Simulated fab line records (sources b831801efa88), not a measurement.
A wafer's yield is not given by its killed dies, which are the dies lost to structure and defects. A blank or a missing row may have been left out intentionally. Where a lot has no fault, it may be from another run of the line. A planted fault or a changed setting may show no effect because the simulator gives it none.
Which tool is to blame? :: flow gf180mcu :: 6 lots, 18 wafers sampled, at 2 steps of a route of 602

== WHAT EACH GAUGE READ, for each wafer ==
GF_SAB_CD_MEAS_09: the cd target is 420 nm.
lot: L247
measured: day 15 17:20
on: cd-sem-02
cd-nm (nm): 421.0 420.2 419.8

lot: L250
measured: day 16 08:48
on: cd-sem-02
cd-nm (nm): 421.0 421.3 422.3

lot: L259
measured: day 18 22:31
on: cd-sem-01
cd-nm (nm): 420.6 419.1 420.7

lot: L263
measured: day 20 22:18
on: cd-sem-02
cd-nm (nm): 428.4 430.3 424.1

lot: L266
measured: day 22 10:06
on: cd-sem-01
cd-nm (nm): 421.9 420.5 421.6

lot: L270
measured: day 23 18:20
on: cd-sem-02
cd-nm (nm): 417.3 417.0 417.1

== TOOL THAT RAN EACH LOT (tool first, then ch and the chambers of the sampled wafers, then the start) ==
lot: L247
GF_SAB_COAT_04: litho-track-02 ch 0, day 15 06:16

lot: L250
GF_SAB_COAT_04: litho-track-02 ch 0, day 15 21:49

lot: L259
GF_SAB_COAT_04: litho-track-03 ch 0, day 18 10:25

lot: L263
GF_SAB_COAT_04: litho-track-02 ch 0, day 20 09:33

lot: L266
GF_SAB_COAT_04: litho-track-04 ch 0, day 21 23:00

lot: L270
GF_SAB_COAT_04: litho-track-02 ch 0, day 23 06:54
- GF_SAB_COAT_04: resist thk 1000 nm.

== THE ANSWER, worked out from the rows above alone ==
Rule: the lots themselves supply what counts as usual. The widest of any qualifying gaps counts: lots, ordered by their means at a reading, are off when they make up no more than a third of the lots, leave a main group of 4 or more, and stand apart from it by 3 or more times the standard deviation of that group's means. The tables above print the reading to a certain number of digits; a main group whose means all agree to those digits is not used. Also off: a lot with no number at a reading for which 4 or more lots have one. All remaining lots with rows at the step are treated as sound.
Off: L263 (GF_SAB_CD_MEAS_09, cd-nm). Main group: mean 420.1 nm, sd 1.6.
If a tool, at a process step before that reading, ran all the lots that are off and no sound lot after the first of them, it fits. Gauges at GF_SAB_CD_MEAS_09: tried the same way as those tools. Of those tried, none fits.

== WHAT WAS PUT IN BY THE SIMULATOR ==
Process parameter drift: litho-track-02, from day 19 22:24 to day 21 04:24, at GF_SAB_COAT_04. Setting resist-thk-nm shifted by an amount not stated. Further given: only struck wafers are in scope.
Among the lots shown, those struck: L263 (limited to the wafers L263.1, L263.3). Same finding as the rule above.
